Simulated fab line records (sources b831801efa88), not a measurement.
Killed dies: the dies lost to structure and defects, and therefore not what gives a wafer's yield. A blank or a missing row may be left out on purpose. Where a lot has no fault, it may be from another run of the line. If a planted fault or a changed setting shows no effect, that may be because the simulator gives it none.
A lot that was struck, set against a sound lot || flow gf180mcu || 14 out of 602 route steps
Sound: wafers L958.1, L958.3, L958.5. Wafers struck: L973.3, L973.4, L973.5. Last of all comes the cause.
At each step with rows: each side's tool, then ch and its chambers, then its first start. Under that, the readings that differ: sound wafers || struck wafers || difference of the means || sigmas: that difference in standard deviations of wafers without a fault.
alike: readings with means less than 2 such deviations apart, plus words and numbers identical on both sides. not compared: withheld readings, readings lacking a value on some wafer, bounds such as >300 that could conceal the same value, and numbers that have no deviation in the record and whose values overlap.
A row with sigmas, a row that says differs or no value, or rows on one side alone: a step with any of these is where the two part. Numbers that have no deviation but don't overlap get no sigmas and don't part them. A reading that every wafer of one side lacks parts them only if that side has two wafers or more.

first, 1 step without rows for these wafers: GF_CONTACT_CVD_00 (deposits SiO2, target thk 300 nm, time 50 s).
GF_CONTACT_THK_MEAS_01:
  sound: film-metro-03 at day 16 04:22; struck: film-metro-02 at day 21 12:14
  alike: CONTACT_CVD_00_THK
GF_CONTACT_CVD_02: deposits SiO2 from TEOS, target thk 860 nm, time 95.992 s.
  sound on pecvd-04 ch 0,1,2, day 16 04:25; struck on pecvd-01 ch 1,2, day 21 12:19
  alike: heater-power-w
GF_CONTACT_THK_MEAS_03:
  sound: film-metro-02 at day 16 04:29; struck: film-metro-03 at day 21 12:24
  alike: CONTACT_CVD_02_THK
GF_CONTACT_CMP_04: polishes SiO2.
  sound on cmp-02 ch 1,3, day 16 04:36; struck on cmp-02 ch 2,3, day 21 12:29
{"reading": "motor-current-A (A)", "sound": "10.9 15.6 15.2", "struck": "10.7 10.6 11.3", "difference": -3.0, "sigmas": -2}
  alike: head-pressure-psi, slurry-flow-ml-min, time-to-endpoint-s
GF_CONTACT_BOW_MEAS_05:
  sound: film-metro-01 at day 16 04:51; struck: film-metro-02 at day 21 12:47
  alike: CONTACT_BOW
then, 6 steps without rows for these wafers: GF_CONTACT_DEHYDRATE_06 (time 60 s); GF_CONTACT_HMDS_07 (prime time 60 s); GF_CONTACT_COAT_08; GF_CONTACT_COAT_09 (resist thk 1000 nm); GF_CONTACT_SOFTBAKE_10 (time 60 s); GF_CONTACT_EXPOSE_11 (exposes mask Contact, target cd 220 nm).
GF_CONTACT_PEB_12: peb time 90 s.
  sound on litho-track-02 ch 0, day 17 03:30; struck on litho-track-04, day 22 12:21
  no value came back on the struck wafers for chill-plate-temp-C (C), exhaust-pa (Pa); on the sound wafers chill-plate-temp-C (C) reads 22.93 22.90 22.99
then, 1 step without rows for these wafers: GF_CONTACT_DEVELOP_13 (develop time 60 s).

## WHERE THEY PART
First at GF_CONTACT_CMP_04; last, within this record, at GF_CONTACT_PEB_12.

WHY: what had been put in by the simulator
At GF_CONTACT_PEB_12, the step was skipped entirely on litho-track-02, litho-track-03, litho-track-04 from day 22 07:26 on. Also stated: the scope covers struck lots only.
